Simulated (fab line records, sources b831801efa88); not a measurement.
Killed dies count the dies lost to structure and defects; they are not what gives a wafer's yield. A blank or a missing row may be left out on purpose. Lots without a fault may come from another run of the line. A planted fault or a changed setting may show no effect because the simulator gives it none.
fab line records -- flow sky130
record lots=7, wafers=21, last_day=50
route steps=708 shown RES_XHIGH@335 SD_N@342
lots that met no fault: taken from a fault-free run of the same line
start_h: hours from the record's first day to the start of the lot's first wafer shown -- wait_h: hours elapsed since this lot's preceding step -- " unchanged from the row above -- L1.1+2: several wafers, shown together as one row -- - no value, or no start given -- * or withheld: withheld -- < > ~ a bound
route shown NAME@n: a module of which the file shows steps, and the number in the route of the first -- usual: mean and standard deviation over wafers with no fault -- same: alike in all rows -- chamber/n: place in a boat -- sites: readings site by site -- _std_site: how widely they spread, as a standard deviation -- _edge_site: mean of outer sites minus mean of inner sites -- radius_mm: how far each site lies from the wafer's centre -- mask NAME#n: copy n -- behind: tool/chamber where the wafer was last shaped -- hold: reason for holding the lot/hours on hold/outcome of the hold -- device: which transistor (n, p or np) failed to switch -- end of line: tests run on the same wafers once the route is complete -- a step without rows: its recipe alone -- killed: the dies lost at the first sort to structure and to defects; this is not the yield of the wafer -- map: the dies of a wafer, with x for killed, . for not killed, _ for no die there
set.NAME: the run value of the setting; set.NAME@STEP: its run value at that earlier step -- model.NAME: the simulator's own value behind a step, which no gauge read
lots seen at some steps along the route; tables by step, rows by wafer
services: from which hour (start_h, from the record's first day; less than 0 if before it) a tool's chamber was out of use, for how many hours, and why
## steps
# step SKY_RES_XHIGH_SOFTBAKE_03
# recipe temp_c=90, time_s=60, resist=NOVOLAK
# step SKY_RES_XHIGH_EXPOSE_04
# recipe mask_id=URPM, na=0.6, source_shape=conventional, sigma_outer=0.6, polarization=unpolarized, target_cd_nm=1270, dose_mj=140
# step SKY_RES_XHIGH_PEB_05
# recipe temp_c=withheld, time_s=*, resist=NOVOLAK
# step SKY_RES_XHIGH_DEVELOP_06
# recipe resist=NOVOLAK, developer=TMAH, develop_time_s=60, dev_temp_c=23
# step SKY_RES_XHIGH_IMPLANT_07
# recipe species=BF2, energy_kev=20, dose_cm2=3.6e+14, tilt_deg=0
# step SKY_RES_XHIGH_STRIP_08
# recipe chemistry=O2/N2, power_w=1400, pressure_mtorr=1500, platen_temp_c=withheld, o2_flow_sccm=3000, n2_flow_sccm=300, overash_fraction=0.5
# usual drypump_motor_current_A=5.5/0.48, o2_flow_sccm=3001/8.7, oes_product_au=0.711/0.0045, strip_time_to_endpoint_s=14.27/0.04
lot.wafer,tool,chamber,start_h,wait_h,drypump_motor_current_A,o2_flow_sccm,oes_product_au,rf_hours_counter_h,strip_time_to_endpoint_s
L777.4,plasma_asher-01,1,617.90,0.1,6.5,3006,0.710,-,14.24
L777.5,plasma_asher-01,0,617.90,0.1,5.3,3009,0.709,-,14.26
L777.6,plasma_asher-01,1,617.90,0.1,6.5,3002,0.715,-,14.22
L781.3,plasma_asher-01,1,660.09,0.1,6.5,3000,0.710,-,14.25
L781.5,plasma_asher-01,1,660.09,0.1,6.5,3007,0.703,-,14.31
L781.6,plasma_asher-01,0,660.09,0.1,5.3,3010,0.716,-,14.30
L789.1,plasma_asher-01,1,725.87,0.1,6.5,3008,0.708,59,14.20
L789.3,plasma_asher-01,0,725.87,0.1,5.3,3016,0.710,-,14.21
L789.4,plasma_asher-01,1,725.87,0.1,6.5,2995,0.712,-,14.24
L790.1,plasma_asher-01,0,731.37,0.1,5.3,2984,0.708,59,14.29
L790.3,plasma_asher-01,1,731.37,0.1,6.5,3016,0.714,-,14.30
L790.6,plasma_asher-01,0,731.37,0.1,5.3,2995,0.710,-,14.31
L791.2,plasma_asher-03,0,738.07,0.1,5.6,2998,0.714,31,14.26
L791.5,plasma_asher-03,0,738.07,0.1,5.6,3009,0.707,-,14.23
L791.6,plasma_asher-03,1,738.07,0.1,5.1,2989,0.714,-,14.29
L797.3,plasma_asher-04,0,778.00,0.1,5.1,2995,0.717,-,14.25
L797.4,plasma_asher-04,1,778.00,0.1,5.7,3006,0.716,-,14.25
L797.5,plasma_asher-04,0,778.00,0.1,5.0,3003,0.707,-,14.26
L799.1,plasma_asher-04,1,790.97,0.1,5.7,3009,0.706,93,14.19
L799.2,plasma_asher-04,0,790.97,0.1,5.1,3013,0.713,93,14.18
L799.6,plasma_asher-04,1,790.97,0.1,5.6,2994,0.710,-,14.15
# step SKY_RES_XHIGH_TW_MEAS_09
# usual RES_XHIGH_TW=1649/7.2
lot.wafer,tool,chamber,start_h,wait_h,RES_XHIGH_TW
L777.4,film_metro-04,-,618.00,0.1,1645
L777.5,film_metro-04,-,618.00,0.1,1652
L777.6,film_metro-04,-,618.00,0.1,1643
L781.3,film_metro-02,-,660.17,0.1,1647
L781.5,film_metro-02,-,660.17,0.1,1648
L781.6,film_metro-02,-,660.17,0.1,1636
L789.1,film_metro-01,-,725.97,0.1,1653
L789.3,film_metro-01,-,725.97,0.1,1657
L789.4,film_metro-01,-,725.97,0.1,1657
L790.1,film_metro-04,-,731.47,0.1,1647
L790.3,film_metro-04,-,731.47,0.1,1645
L790.6,film_metro-04,-,731.47,0.1,1650
L791.2,film_metro-02,-,738.18,0.1,1650
L791.5,film_metro-02,-,738.18,0.1,1641
L791.6,film_metro-02,-,738.18,0.1,1645
L797.3,film_metro-04,-,778.09,0.1,1641
L797.4,film_metro-04,-,778.09,0.1,1648
L797.5,film_metro-04,-,778.09,0.1,1642
L799.1,film_metro-02,-,791.07,0.1,1652
L799.2,film_metro-02,-,791.07,0.1,1653
L799.6,film_metro-02,-,791.07,0.1,1650
# step SKY_SD_N_DEHYDRATE_00
# recipe temp_c=200, time_s=60
# step SKY_SD_N_HMDS_01
# recipe prime_time_s=60, prime_temp_c=120
# step SKY_SD_N_COAT_02
# recipe resist=NOVOLAK, spin_rpm=3000, resist_thk_nm=1140
# step SKY_SD_N_SOFTBAKE_03
# recipe temp_c=90, time_s=60, resist=NOVOLAK
# step SKY_SD_N_EXPOSE_04
# recipe mask_id=NSDM, na=0.6, source_shape=conventional, sigma_outer=0.6, polarization=unpolarized, target_cd_nm=380, dose_mj=144.5
# step SKY_SD_N_PEB_05
# recipe temp_c=withheld, time_s=*, resist=NOVOLAK
# usual chill_plate_temp_C=*, exhaust_pa=45.2/1
lot.wafer,tool,chamber,start_h,wait_h,chill_plate_temp_C,exhaust_pa
L777.4,litho_track-02,0,647.29,-,*,44.3
L777.5,litho_track-02,0,647.29,-,*,44.6
L777.6,litho_track-02,0,647.29,-,*,44.8
L781.3,litho_track-02,0,686.97,-,*,45.3
L781.5,litho_track-02,0,686.97,-,*,45.0
L781.6,litho_track-02,0,686.97,-,*,43.8
L789.1,litho_track-02,-,752.52,-,-,-
L789.3,litho_track-02,-,752.52,-,-,-
L789.4,litho_track-02,-,752.52,-,-,-
L790.1,litho_track-03,-,757.70,-,-,-
L790.3,litho_track-03,-,757.70,-,-,-
L790.6,litho_track-03,-,757.70,-,-,-
L791.2,litho_track-03,-,765.23,-,-,-
L791.5,litho_track-03,-,765.23,-,-,-
L791.6,litho_track-03,-,765.23,-,-,-
L797.3,litho_track-02,0,804.02,-,*,46.7
L797.4,litho_track-02,0,804.02,-,*,47.0
L797.5,litho_track-02,0,804.02,-,*,46.6
L799.1,litho_track-04,0,816.61,-,*,45.5
L799.2,litho_track-04,0,816.61,-,*,45.0
L799.6,litho_track-04,0,816.61,-,*,45.0
# step SKY_SD_N_DEVELOP_06
# recipe resist=NOVOLAK, developer=TMAH, develop_time_s=60, dev_temp_c=23
## services
tool,chamber,start_h,hours,kind
plasma_asher-03,-,658.06,9.0,repair
plasma_asher-01,-,690.99,0.4,repair
plasma_asher-03,-,713.95,3.5,repair
plasma_asher-04,-,774.01,2.8,pm
plasma_asher-01,-,785.34,11.6,repair
## key
first_sign step=SKY_SD_N_PEB_05, reading=tool_record, direction=missing
effect none on later readings
met_at SKY_SD_N_PEB_05
struck_wafers L789.1,L789.3,L789.4,L790.1,L790.3,L790.6,L791.2,L791.5,L791.6
sort_left_out L789.1,L789.3,L789.4,L790.1,L790.3,L790.6,L791.2,L791.5,L791.6
tester_left_out L789,L790,L791
onset_between 686.97 752.52
fault kind=skipped_step_whole, tool=litho_track-02,litho_track-03, chamber=-, onset_h=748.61, steps=SKY_SD_N_PEB_05, scope=struck_lots_only
# tester_left_out: of these lots the tester's yield and bins aren't shown, on N5 and GAA mostly nor the transistor test; their killed dies are dies lost to structure and defects alone, not to doping, threshold or leakage, so they don't give the yield
# sort_left_out: the simulated sort isn't trusted on such a fault, so these wafers' sort isn't shown, and their yield isn't known
